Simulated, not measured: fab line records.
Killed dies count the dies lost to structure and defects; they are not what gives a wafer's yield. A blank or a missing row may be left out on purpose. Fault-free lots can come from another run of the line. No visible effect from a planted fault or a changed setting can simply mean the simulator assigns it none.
Shared-tool check | flow gf180mcu | Lots sampled 12, wafers sampled 36

## REASON IT WAS OPENED
2 of 12 lots carry a flag on the reading HV_LDD_3_TW at GF_HV_LDD_TW_MEAS_38. Wafers without a fault read 1429, standard deviation 7.1.
Rule: flag the lot when none of its wafers has a number, or when each of its wafers that has one lies beyond 4 standard deviations from that mean. As for the other lots, they are considered sound.

lot  | measured     | on            | HV_LDD_3_TW, wafer by wafer | flag
L263 | day 11 22:35 | film-metro-03 | 1432 1432 1430              |
L265 | day 12 11:55 | film-metro-02 | 1425 1429 1428              |
L269 | day 14 04:11 | film-metro-02 | 1660 1650 1662              | FLAGGED
L270 | day 14 07:31 | film-metro-03 | 1670 1663 1672              | FLAGGED
L271 | day 14 13:30 | film-metro-02 | 1429 1426 1430              |
L274 | day 15 15:01 | film-metro-04 | 1437 1435 1432              |
L278 | day 17 01:31 | film-metro-03 | 1420 1424 1430              |
L280 | day 17 11:49 | film-metro-03 | 1419 1425 1420              |
L282 | day 18 03:32 | film-metro-03 | 1422 1425 1423              |
L283 | day 18 10:53 | film-metro-03 | 1420 1427 1419              |
L284 | day 18 15:28 | film-metro-03 | 1418 1426 1421              |
L285 | day 19 01:55 | film-metro-02 | 1435 1433 1429              |
The mean of the flagged lots' numbers is 1663, +234 from the usual (+33 standard deviations).

## TOOL THAT RAN EACH LOT
The record holds 2 process steps before the reading, out of a route of 602 steps. Cell contents, in order: the tool; ch with the chambers the sampled wafers went through; the start.
lot  | flag    | GF_POLY_GATE_ETCH_12               | GF_HV_LDD_IMPLANT_36
L263 |         | rie-diel-03 ch 1,3, day 9 12:58    | implanter-04 ch 0, day 11 22:22
L265 |         | rie-diel-01 ch 1,3, day 10 00:46   | implanter-04 ch 0, day 12 11:40
L269 | FLAGGED | rie-diel-01 ch 0,1,2, day 11 15:52 | implanter-04 ch 0, day 14 03:58
L270 | FLAGGED | rie-diel-04 ch 0,2,3, day 11 18:16 | implanter-04 ch 0, day 14 07:16
L271 |         | rie-diel-01 ch 0,1, day 11 23:16   | implanter-03 ch 0, day 14 13:17
L274 |         | rie-diel-03 ch 1,2, day 12 22:37   | implanter-03 ch 0, day 15 14:46
L278 |         | rie-diel-04 ch 1,2,3, day 14 04:25 | implanter-03 ch 0, day 17 01:16
L280 |         | rie-diel-04 ch 0,1,2, day 14 15:01 | implanter-03 ch 0, day 17 11:34
L282 |         | rie-diel-01 ch 0,2,3, day 15 05:13 | implanter-04 ch 0, day 18 03:19
L283 |         | rie-diel-03 ch 0,2,3, day 15 12:10 | implanter-04 ch 0, day 18 10:40
L284 |         | rie-diel-04 ch 0,1,3, day 15 16:16 | implanter-02 ch 0, day 18 15:14
L285 |         | rie-diel-03 ch 0,1, day 16 01:40   | implanter-03 ch 0, day 19 01:40
What these steps do:
- GF_POLY_GATE_ETCH_12: etches BARC in N2/H2.
- GF_HV_LDD_IMPLANT_36
- GF_HV_LDD_TW_MEAS_38

## FLAGGED AGAINST TOTAL, ONE TOOL AT A TIME (gauges that did the reading follow at the end)
step                 | tool          | lots run | flagged | share of the flagged lots | sound lots run after its first flagged lot
GF_POLY_GATE_ETCH_12 | rie-diel-01   | 4        | 1       | some                      | 2 (L271,L282)
GF_POLY_GATE_ETCH_12 | rie-diel-03   | 4        | 0       | none                      | -
GF_POLY_GATE_ETCH_12 | rie-diel-04   | 4        | 1       | some                      | 3 (L278,L280,L284)
GF_HV_LDD_IMPLANT_36 | implanter-02  | 1        | 0       | none                      | -
GF_HV_LDD_IMPLANT_36 | implanter-03  | 5        | 0       | none                      | -
GF_HV_LDD_IMPLANT_36 | implanter-04  | 6        | 2       | all                       | 2 (L282,L283)
GF_HV_LDD_TW_MEAS_38 | film-metro-02 | 4        | 1       | some                      | 2 (L271,L285)
GF_HV_LDD_TW_MEAS_38 | film-metro-03 | 7        | 1       | some                      | 5 (L278,L280,L282,L283,L284)
GF_HV_LDD_TW_MEAS_38 | film-metro-04 | 1        | 0       | none                      | -

## THE TABLE: WHAT IT ALLOWS
In the table, 1 row covers all flagged lots: implanter-04 at GF_HV_LDD_IMPLANT_36.
- implanter-04 at GF_HV_LDD_IMPLANT_36: 2 of its 6 lots flagged. Lots that were sound ran on it after the first flagged one (L282, L283); a persistent fault on the entire tool would not allow that. Its own readings lie more than 4 standard deviations out on every wafer of the flagged lots: dose-ions-cm2, faraday-current-uA.
There is no row in the table that ran each flagged lot and no sound lot after the first.

## WHAT THE SIMULATOR HAD INSERTED
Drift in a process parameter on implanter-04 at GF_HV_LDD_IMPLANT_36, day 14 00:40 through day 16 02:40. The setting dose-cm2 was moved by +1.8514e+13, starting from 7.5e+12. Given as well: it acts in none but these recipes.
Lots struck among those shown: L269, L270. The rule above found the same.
